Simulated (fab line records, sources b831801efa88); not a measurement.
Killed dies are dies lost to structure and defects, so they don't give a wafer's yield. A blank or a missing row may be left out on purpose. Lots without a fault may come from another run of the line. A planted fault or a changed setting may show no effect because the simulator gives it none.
Which tool did it? | flow gf180mcu | 14 lots, 42 wafers sampled, at 4 steps of a route of 602

WHAT THE GAUGES READ, wafer by wafer
GF_VT_IMPLANT_TW_MEAS_21.
lot  | measured     | on            | VT_IMPLANT_2_TW
L902 | day 6 08:11  | film_metro-02 | 1214 1216 1218
L903 | day 6 12:58  | film_metro-01 | 1224 1224 1224
L904 | day 6 16:53  | film_metro-02 | 1212 1215 1213
L906 | day 7 06:20  | film_metro-03 | 1212 1217 1214
L907 | day 7 19:16  | film_metro-03 | 1211 1211 1207
L908 | day 7 22:11  | film_metro-02 | 1211 1217 1212
L909 | day 8 04:55  | film_metro-01 | 1223 1222 1221
L915 | day 9 18:14  | film_metro-01 | 1221 1218 1216
L916 | day 10 01:34 | film_metro-01 | 1222 1217 1221
L918 | day 10 12:41 | film_metro-02 | 1206 1205 1205
L920 | day 11 01:41 | film_metro-01 | 1224 1220 1217
L923 | day 11 22:47 | film_metro-02 | 1201 1202 1203
L924 | day 12 04:49 | film_metro-02 | 1211 1217 1218
L925 | day 12 09:10 | film_metro-01 | 1222 1214 1216

GF_VT_IMPLANT_RS_MEAS_46: measures by four-point-probe.
lot  | measured     | on            | MVSD_RS (ohm/sq)
L902 | day 7 15:24  | film_metro-02 | 455.0 455.3 455.4
L903 | day 7 21:44  | film_metro-01 | 456.3 454.8 454.8
L904 | day 8 00:59  | film_metro-01 | 457.1 456.6 456.6
L906 | day 8 15:32  | film_metro-01 | 454.6 453.0 453.9
L907 | day 9 05:10  | film_metro-01 | 455.8 457.0 456.6
L908 | day 9 08:05  | film_metro-02 | 457.2 457.8 455.6
L909 | day 9 16:04  | film_metro-04 | 455.7 455.7 454.5
L915 | day 11 07:17 | film_metro-04 | 456.7 456.5 457.0
L916 | day 11 13:48 | film_metro-01 | 457.3 455.9 458.1
L918 | day 12 02:50 | film_metro-04 | 454.5 455.3 453.4
L920 | day 12 16:26 | film_metro-02 | 456.5 456.3 457.2
L923 | day 13 14:52 | film_metro-02 | 455.8 456.4 455.7
L924 | day 13 21:58 | film_metro-02 | 457.2 457.7 457.5
L925 | day 14 02:07 | film_metro-01 | 456.8 457.1 458.0

GF_HV_LDD_CD_MEAS_46: target cd 400 nm.
lot  | measured     | on        | cd_nm (nm)
L902 | day 12 10:08 | cd_sem-01 | 403.0 401.7 401.7
L903 | day 12 19:08 | cd_sem-02 | 402.7 403.9 402.0
L904 | day 12 22:31 | cd_sem-02 | 401.6 398.3 399.0
L906 | day 13 17:26 | cd_sem-02 | 400.1 401.4 400.3
L907 | day 14 09:49 | cd_sem-02 | 399.9 399.2 398.8
L908 | day 14 16:50 | cd_sem-01 | 405.9 402.6 403.9
L909 | day 14 23:20 | cd_sem-01 | 404.3 404.7 405.5
L915 | day 16 19:45 | cd_sem-02 | 399.6 399.1 399.4
L916 | day 17 04:31 | cd_sem-01 | 395.5 399.9 399.0
L918 | day 17 19:05 | cd_sem-02 | 401.8 402.2 400.8
L920 | day 18 10:11 | cd_sem-02 | 402.0 402.1 403.6
L923 | day 19 13:11 | cd_sem-02 | 401.8 400.2 402.2
L924 | day 19 21:41 | cd_sem-02 | 398.6 401.0 399.5
L925 | day 20 02:28 | cd_sem-01 | 400.6 400.8 401.3

WHICH TOOL RAN EACH LOT (tool, then ch and the chambers of the sampled wafers, then the start)
lot  | GF_HV_LDD_IMPLANT_21
L902 | implanter-01 ch 0, day 10 20:05
L903 | implanter-01 ch 0, day 11 03:41
L904 | implanter-01 ch 0, day 11 07:02
L906 | implanter-01 ch 0, day 12 00:58
L907 | implanter-01 ch 0, day 12 15:47
L908 | implanter-02 ch 0, day 12 22:49
L909 | implanter-02 ch 0, day 13 04:29
L915 | implanter-02 ch 0, day 14 23:02
L916 | implanter-02 ch 0, day 15 08:09
L918 | implanter-04 ch 0, day 15 21:54
L920 | implanter-04 ch 0, day 16 12:45
L923 | implanter-01 ch 0, day 17 14:15
L924 | implanter-01 ch 0, day 17 22:02
L925 | implanter-04 ch 0, day 18 02:58
- GF_HV_LDD_IMPLANT_21

WHAT THE TOOLS THEMSELVES READ (means of the sampled wafers that have a number; where no wafer has one, the mark that the record gives instead)
GF_HV_LDD_IMPLANT_21.
lot  | tool         | end_station_pressure_torr (Torr) | faraday_current_uA
L902 | implanter-01 | 5.29e-06                         | 272
L903 | implanter-01 | 5.27e-06                         | 281
L904 | implanter-01 | 4.88e-06                         | 287
L906 | implanter-01 | 5.09e-06                         | 282
L907 | implanter-01 | 5.22e-06                         | 282
L908 | implanter-02 | 5.10e-06                         | 278
L909 | implanter-02 | 5.26e-06                         | 278
L915 | implanter-02 | 3.72e-05                         | 267
L916 | implanter-02 | 3.67e-05                         | 265
L918 | implanter-04 | 5.45e-06                         | 285
L920 | implanter-04 | 5.34e-06                         | 284
L923 | implanter-01 | 5.42e-06                         | 282
L924 | implanter-01 | 4.99e-06                         | 283
L925 | implanter-04 | 5.05e-06                         | 282

THE ANSWER, worked out from the rows above alone
Rule: what is usual is taken from the lots themselves. Put in order of their means at a reading, lots are off if they are a third of the lots or fewer, leave a main group of 4 or more, and stand apart from it by a gap of 3 or more times the standard deviation of the main group's means; of several such gaps the widest counts. A main group whose means are all the same, to the digits that the tables above print for the reading, isn't used. A lot without any number at a reading at which 4 lots or more have one is off too. The other lots that the step has rows for count as sound. The gauges are gone through in route order, then the tools' own readings, and for those a lot's mean is taken as printed above. The first step at which some lot is off is used, and at that step the reading that is off furthest; a lot without a number counts as furthest.
Off: L915, L916, at GF_HV_LDD_IMPLANT_21 (end_station_pressure_torr). The main group: mean 5.20e-06 Torr, standard deviation 1.7e-07.
A tool fits if, at that step or a process step before it, it ran every lot that is off, and no sound lot after the first of them. One fits: implanter-02 at GF_HV_LDD_IMPLANT_21. Its last sound lot is L909 (day 13 04:29), its first lot that is off L915 (day 14 23:02): a fault that began between those two fits.
The tool's own readings at GF_HV_LDD_IMPLANT_21 bear it out: on the lots that are off they differ by more than 5 times the standard deviation of the sound lots' means. end_station_pressure_torr reads 3.70e-05 Torr there against 5.20e-06 Torr on the sound lots.

WHAT THE SIMULATOR HAD PUT IN
Process parameter drift: implanter-02, from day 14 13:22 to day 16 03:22, at GF_HV_LDD_IMPLANT_21. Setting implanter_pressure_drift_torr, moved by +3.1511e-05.
Process parameter drift: implanter-02, from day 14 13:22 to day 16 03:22, at GF_HV_LDD_IMPLANT_21. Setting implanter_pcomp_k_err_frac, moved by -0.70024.
Lots struck among those shown: L915, L916. The rule above found the same.
